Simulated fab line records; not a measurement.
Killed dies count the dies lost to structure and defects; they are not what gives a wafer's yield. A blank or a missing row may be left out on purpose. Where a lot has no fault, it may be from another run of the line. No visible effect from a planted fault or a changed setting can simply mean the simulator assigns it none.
The tool behind it: which one? | flow sky130 | 36 wafers sampled from 12 lots at 1 step of a route of 708

WHAT EACH GAUGE READ, for each wafer
SKY_FIELD_ISO_THK_MEAS_23.
lot  | measured    | on           | FIELD_ISO_OXIDATION_01_THK (nm)
L075 | day 2 15:13 | filmMetro-02 | 10.02 9.86 9.98
L077 | day 3 01:21 | filmMetro-04 | 10.11 10.08 10.16
L079 | day 3 10:34 | filmMetro-01 | 10.13 10.00 9.92
L081 | day 3 20:46 | filmMetro-02 | 10.08 10.18 10.22
L083 | day 4 05:49 | filmMetro-04 | 9.89 9.79 9.87
L085 | day 4 17:53 | filmMetro-04 | 9.98 10.10 9.78
L087 | day 5 04:05 | filmMetro-04 | 9.78 9.80 9.92
L089 | day 7 18:49 | filmMetro-01 | 10.02 10.01 9.86
L093 | day 8 00:59 | filmMetro-04 | 10.16 9.95 10.21
L090 | day 8 01:02 | filmMetro-04 | 10.36 10.27 10.15
L095 | day 8 01:04 | filmMetro-02 | 10.22 10.11 10.14
L097 | day 8 04:48 | filmMetro-01 | 9.88 9.71 9.91

WHAT TOOL EACH LOT RAN ON (gives the tool, then ch and the chambers of the sampled wafers, and finally the start)
The record holds no process step before these readings.

THE ANSWER, worked out from the rows above alone
Rule: the lots themselves supply what counts as usual. Put in order of their means at a reading, lots are off if they are a third of the lots or fewer, leave a main group of 4 or more, and stand apart from it by a gap of 3 or more times the standard deviation of the main group's means; of several such gaps the widest counts. If all means in a main group match to the digits the tables above print for the reading, that group is not used. Also off: a lot with no number at a reading for which 4 or more lots have one. Any other lot the step has rows for is counted as sound.
Nothing can be told from this: no lot is off at any reading shown.

WHAT THE SIMULATOR PUT IN
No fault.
